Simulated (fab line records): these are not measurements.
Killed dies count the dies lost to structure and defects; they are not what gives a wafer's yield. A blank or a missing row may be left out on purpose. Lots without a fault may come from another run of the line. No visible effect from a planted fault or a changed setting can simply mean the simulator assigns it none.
Split-lot trial	flow sky130	route with 708 steps; 5 lots, 23 wafers read

## ON THE SPLIT
At SKY_CAPM_SPUTTER_02 (material TiN, target thk 200 nm, time 166.7 s), the setting time-s was moved away from the recipe's 166.7 s on 9 of the 23 wafers read, by -9.0% to +9.5%. The other wafers ran this setting at the recipe's value.

## FROM THE SPLIT TO THE READING: what the file shows between them, 6 steps
- SKY_CAPM_RS_MEAS_03: measures by four-point-probe
- SKY_CAPM_THK_MEAS_04: measures by xrf
- SKY_CAPM_SOFTBAKE_08: time 60 s (also split here: temp-c)
- SKY_CAPM_EXPOSE_09: exposes mask CAPM, target cd 1000 nm
- SKY_CAPM_PEB_10
- SKY_CAPM_DEVELOP_11: develop time 60 s

## THE READING
oes-product-au, in a.u., at SKY_CAPM_METAL_ETCH_13 (etches TiN in Cl2/BCl3, stops on SiO2, target depth 220 nm, time 62.9 s). Typical for fault-free wafers on this fab line: 0.941 a.u., with standard deviation 0.0083 a.u.

wafer	tool, chamber at the split	time-s as run, s	against the recipe	oes-product-au, a.u.	against lot-mates on the recipe
L074.1	pvd-sputter-04, -	182.6	+9.5%	0.990	+0.053
L074.2	pvd-sputter-04, -	182.6	+9.5%	0.987	+0.050
L074.3	pvd-sputter-04, -	166.7	recipe	0.931	-
L074.5	pvd-sputter-04, -	166.7	recipe	0.942	-
L074.6	pvd-sputter-04, -	182.6	+9.5%	0.983	+0.046
L075.1	pvd-sputter-01, -	166.7	recipe	0.932	-
L075.3	pvd-sputter-01, -	166.7	recipe	0.925	-
L075.4	pvd-sputter-01, -	166.7	recipe	0.933	-
L075.5	pvd-sputter-01, -	166.7	recipe	0.912	-
L075.6	pvd-sputter-01, -	166.7	recipe	0.929	-
L077.1	pvd-sputter-01, -	151.7	-9.0%	0.906	-0.037
L077.2	pvd-sputter-01, -	151.7	-9.0%	0.894	-0.049
L077.4	pvd-sputter-01, -	166.7	recipe	0.936	-
L077.5	pvd-sputter-01, -	151.7	-9.0%	0.889	-0.054
L077.6	pvd-sputter-01, -	166.7	recipe	0.951	-
L081.1	pvd-sputter-01, -	166.7	recipe	0.931	-
L081.3	pvd-sputter-01, -	166.7	recipe	0.938	-
L081.4	pvd-sputter-01, -	166.7	recipe	0.941	-
L085.1	pvd-sputter-01, -	166.7	recipe	0.954	-
L085.2	pvd-sputter-01, -	173.7	+4.2%	0.964	+0.018
L085.3	pvd-sputter-01, -	173.7	+4.2%	0.972	+0.026
L085.4	pvd-sputter-01, -	173.7	+4.2%	0.963	+0.017
L085.5	pvd-sputter-01, -	166.7	recipe	0.937	-

THE FIT
A straight line over all 23 wafers: oes-product-au changes by +0.00506 a.u. for each +1% of time-s; r = +0.94; the points scatter about the line by 0.0097 a.u.
The same after taking each lot's own level away (the mean of its wafers on the recipe; 23 wafers): +0.00523 a.u. for each +1%; r = +0.97; scatter 0.0065 a.u.
That fit puts the effect of the largest move of time-s on the reading at 0.05 a.u.
Measured against the standard deviation above, the lots' own levels, which go from 0.9262 to 0.9455 a.u., span 2.3 times it.
The two slopes agree, so the slope changes little with the lot-to-lot level.
Check: for one of the wafers moved furthest among these (+9.5%), held out of the fit, the line's prediction against its lot-mates is +0.0489 a.u. It came out at +0.0535 a.u. against them.

## OTHER SPLITS ON THESE WAFERS
Other splits were also applied to these wafers ahead of the reading. Each is held against what the fit with the lots' levels taken away leaves over:
other split on the same wafers	wafers away from the commonest value	r with oes-product-au (lot level and that fit taken away)
SKY_VIA2_ETCH_14 source-w	11	-0.26
SKY_CAPM_SOFTBAKE_08 temp-c	9	-0.05

## THE WHOLE CHAIN: every reading that the file lists as answering this split, in the file's order
step	what it does	reading	change (the file's fit)	r (the file's)
SKY_CAPM_SPUTTER_02	material TiN, target thk 200 nm, time 166.7 s	TiN_of_CAPM_SPUTTER_02.thk-nm (the simulator's own value, which no gauge read)	+2.1 nm for each +1% of the setting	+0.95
SKY_CAPM_RS_MEAS_03	measures by four-point-probe	CAPM_TIN_RS	-0.0728 for each +1% of the setting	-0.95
SKY_CAPM_THK_MEAS_04	measures by xrf	CAPM_TIN_THK	+2.06 for each +1% of the setting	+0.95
SKY_CAPM_METAL_ETCH_13	etches TiN in Cl2/BCl3, stops on SiO2, target depth 220 nm, time 62.9 s	oes-product-au	+0.00521 a.u. for each +1% of the setting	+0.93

## THE FILE'S OWN FIT
oes-product-au changes by +0.00521 a.u. for each +1% of time-s, r = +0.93.
